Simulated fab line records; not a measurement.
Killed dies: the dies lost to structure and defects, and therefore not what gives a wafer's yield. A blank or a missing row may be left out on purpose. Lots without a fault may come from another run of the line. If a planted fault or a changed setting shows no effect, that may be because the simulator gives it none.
Split-lot trial | flow sfqLine | 23 wafers read across 5 lots, on a route 325 steps long

ABOUT THE SPLIT
At SFQ_TRILAYER_C5_LITHO_COAT_156 (resist thk 62 nm), the setting resistThkNm was moved away from the recipe's 62 nm on 10 of the 23 wafers read, by -4.0% to +4.4%. All remaining wafers had this setting at the recipe value.

The reading comes from the split's own step.

THE READING
BARC_of_TRILAYER_C5_LITHO_COAT_156.thkNm (the simulator's own value, which no gauge read), in nm, at SFQ_TRILAYER_C5_LITHO_COAT_156 (resist thk 62 nm). The file does not state a usual value for it. Here, 13 wafers ran the recipe; their average is 61.89 nm with a standard deviation of 0.19 nm.

wafer  | tool, chamber at the split | resistThkNm as run, nm | against the recipe | BARC_of_TRILAYER_C5_LITHO_COAT_156.thkNm, nm | against lot-mates on the recipe
L075.2 | lithoTrack-03, 0           | 59.89                  | -3.4%              | 60.01                                        | -2.12
L075.3 | lithoTrack-03, 0           | 62                     | recipe             | 62.28                                        | -
L075.4 | lithoTrack-03, 0           | 62                     | recipe             | 61.96                                        | -
L075.5 | lithoTrack-03, 0           | 62                     | recipe             | 62.16                                        | -
L075.6 | lithoTrack-03, 0           | 59.89                  | -3.4%              | 59.89                                        | -2.24
L077.1 | lithoTrack-04, 0           | 62                     | recipe             | 61.57                                        | -
L077.2 | lithoTrack-04, 0           | 62                     | recipe             | 61.73                                        | -
L077.4 | lithoTrack-04, 0           | 62                     | recipe             | 61.69                                        | -
L077.5 | lithoTrack-04, 0           | 64.71                  | +4.4%              | 64.4                                         | +2.74
L077.6 | lithoTrack-04, 0           | 64.71                  | +4.4%              | 64.32                                        | +2.66
L079.1 | lithoTrack-01, 0           | 62                     | recipe             | 62.05                                        | -
L079.4 | lithoTrack-01, 0           | 62                     | recipe             | 61.84                                        | -
L079.6 | lithoTrack-01, 0           | 62                     | recipe             | 61.85                                        | -
L080.1 | lithoTrack-01, 0           | 59.49                  | -4.0%              | 59.08                                        | -2.67
L080.2 | lithoTrack-01, 0           | 62                     | recipe             | 61.81                                        | -
L080.3 | lithoTrack-01, 0           | 59.49                  | -4.0%              | 59.15                                        | -2.60
L080.5 | lithoTrack-01, 0           | 59.49                  | -4.0%              | 59.32                                        | -2.43
L080.6 | lithoTrack-01, 0           | 62                     | recipe             | 61.69                                        | -
L084.1 | lithoTrack-01, 0           | 62                     | recipe             | 61.92                                        | -
L084.2 | lithoTrack-01, 0           | 62                     | recipe             | 62                                           | -
L084.3 | lithoTrack-01, 0           | 59.53                  | -4.0%              | 59.47                                        | -2.49
L084.5 | lithoTrack-01, 0           | 59.53                  | -4.0%              | 59.43                                        | -2.53
L084.6 | lithoTrack-01, 0           | 59.53                  | -4.0%              | 59.5                                         | -2.46

THE FIT
A straight line over all 23 wafers: BARC_of_TRILAYER_C5_LITHO_COAT_156.thkNm changes by +0.605 nm for each +1% of resistThkNm; r = +0.99; the points scatter about the line by 0.19 nm.
The same after taking each lot's own level away (the mean of its wafers on the recipe; 23 wafers): +0.627 nm for each +1%; r = +1.00; scatter 0.086 nm.
Per that fit: largest resistThkNm move, reading shift of 2.7 nm.
Across the lots, their own levels run from 61.663 to 62.133 nm, a range of 2.4 times the standard deviation given above.
Consequently the slope shifts little with the lot-to-lot level, the two slopes agreeing.
Check: for one of the wafers moved furthest among these (+4.4%), held out of the fit, the line's prediction against its lot-mates is +2.73 nm. It came out at +2.74 nm against them.

FURTHER SPLITS ON THESE WAFERS
Before the reading, these wafers also passed through other splits. Each is held against what the fit with the lots' levels taken away leaves over:
other split on the same wafers                 | wafers away from the commonest value | r with BARC_of_TRILAYER_C5_LITHO_COAT_156.thkNm (lot level and that fit taken away)
SFQ_TRILAYER_JJ_CE_ETCH_RIE_118 biasW          | 7                                    | -0.03
SFQ_TRILAYER_M5_LITHO_EXPOSE_124 doseMj        | 6                                    | +0.03
SFQ_TRILAYER_R5_LITHO_EXPOSE_137 doseMj        | 8                                    | -0.29
SFQ_TRILAYER_R5_BARC_OPEN_METAL_ETCH_177 timeS | 10                                   | +0.03
SFQ_TRILAYER_I5_BARC_OPEN_VIA_ETCH_200 timeS   | 7                                    | -0.14

FILE'S OWN FIT
BARC_of_TRILAYER_C5_LITHO_COAT_156.thkNm changes by +0.628 nm for each +1% of resistThkNm, r = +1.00.
